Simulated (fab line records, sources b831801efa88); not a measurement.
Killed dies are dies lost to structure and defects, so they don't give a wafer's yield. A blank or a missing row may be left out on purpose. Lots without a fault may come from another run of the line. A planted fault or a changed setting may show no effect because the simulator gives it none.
A struck lot beside a sound one | flow sky130 | 15 steps out of a route of 708
Sound: wafers L472.3, L472.5, L472.6. Struck: wafers L467.2, L467.3, L467.4. The cause comes at the end.
At each step with rows: each side's tool, then ch and its chambers, then its first start. Under that, the readings that differ: sound wafers | struck wafers | difference of the means | sigmas: that difference in standard deviations of wafers without a fault.
alike: readings whose means differ by less than 2 such deviations, and words and numbers that are the same on both sides. not compared: withheld readings, readings that some wafer has no value for, bounds like >300 that may hide the same value, and numbers for which the record gives no deviation and whose values overlap.
The two part at a step that has a row with sigmas, a row that says differs or no value, or rows on one side only. Numbers that don't overlap but have no deviation are shown without sigmas and don't part them. A reading that every wafer of one side lacks parts them only if that side has two wafers or more.

first, 2 steps without rows for these wafers: SKY_VIA2_CLEAN_18 (cleans in IPA, time 180 s); SKY_VIA2_CLEAN_19 (cleans in O3/DIW).
SKY_VIA2_SPUTTER_20: material TiN, target thk 20 nm, time 80 s.
  sound on pvd_sputter-01, day 39 14:41; struck on pvd_sputter-03, day 37 10:00
  alike: throttle_valve_pct
then, 1 step without rows for these wafers: SKY_VIA2_CVD_21 (deposits W, target thk 420 nm, time 126.4 s).
SKY_VIA2_RS_MEAS_22: measures by four-point-probe.
  sound on film_metro-01, day 39 14:55; struck on film_metro-01, day 37 10:13
  alike: VIA2_W_RS
SKY_VIA2_THK_MEAS_23: measures by xrf.
  sound on film_metro-01, day 39 15:01; struck on film_metro-01, day 37 10:19
  alike: VIA2_W_THK
SKY_VIA2_CMP_24: polishes, stops on SiO2, t overpolish 20 s, target thk 0 nm.
  sound on cmp-01 ch 0,1,3, day 39 15:13; struck on cmp-01 ch 0,1,3, day 37 10:22
  alike: motor_current_A, overpolish_run_s, time_to_endpoint_s
then, 1 step without rows for these wafers: SKY_METAL3_SPUTTER_00 (material Ti, target thk 15 nm, time 10 s).
SKY_METAL3_SPUTTER_01: material TiN, target thk 20 nm, time 16.7 s.
  sound on pvd_sputter-01, day 39 15:23; struck on pvd_sputter-01, day 37 10:41
  alike: throttle_valve_pct
then, 1 step without rows for these wafers: SKY_METAL3_SPUTTER_02 (material AlCu, target thk 735 nm, time 39.1 s).
SKY_METAL3_SPUTTER_03: material Ti, target thk 5 nm, time 3.3 s.
  sound on pvd_sputter-01, day 39 15:27; struck on pvd_sputter-01, day 37 10:46
  alike: throttle_valve_pct
then, 1 step without rows for these wafers: SKY_METAL3_SPUTTER_04 (material TiN, target thk 70 nm, time 58.3 s).
SKY_CAPM_CVD_00: deposits SiO2, target thk 15.5 nm.
  sound on pecvd-02 ch 1,2, day 39 15:31; struck on pecvd-03 ch 0,2, day 37 10:49
  no value came back on the struck wafers for heater_power_outer_w (W), heater_power_w (W), rf_fwd_power_W (W); on the sound wafers heater_power_outer_w (W) reads 365 368 414
SKY_CAPM_SPUTTER_02: material TiN, target thk 200 nm, time 166.7 s.
  sound on pvd_sputter-03, day 39 15:36; struck on pvd_sputter-04, day 37 10:55
  alike: throttle_valve_pct
-- the record jumps here: 9 days lie between the struck wafers' starts before and after (it left off in module CAPM and takes up again in module PAD_OPEN, whose first step shown is number 708 of the route) --
SKY_PAD_OPEN_PROBE_99:
  sound on prober-01, day 48 08:46; struck on prober-01, day 46 16:52
  reading                  | sound          | struck         | difference | sigmas
  defect_limited_yield (%) | 83.7 83.3 84.1 | 0 0 0          | -84        | -49
  killed_at_other          | 0 1 0          | 416 410 407    | +411       | +99 or more
  killed_dies              | 80 82 78       | 492 492 492    | +412       | +49
  killed_on_rim            | 16 22 19       | 96 96 96       | +77        | +21
  sort_bin_5_function (%)  | 9.8 10.0 9.3   | 94.3 92.9 93.1 | +83.7      | +64
  sort_n_pass              | 412 410 414    | 0 0 0          | -412       | -49
  sort_yield_pct (%)       | 83.7 83.3 84.1 | 0 0 0          | -84        | -49
  alike: killed_at_M0_to_M3, killed_at_M4_up, killed_at_contacts, killed_at_front_end, killed_open, killed_short, sort_bin_3_pad_short, sort_bin_6_memory

WHERE THEY PART
First at SKY_CAPM_CVD_00; last, within this record, at SKY_PAD_OPEN_PROBE_99.

WHY: what the simulator had put in
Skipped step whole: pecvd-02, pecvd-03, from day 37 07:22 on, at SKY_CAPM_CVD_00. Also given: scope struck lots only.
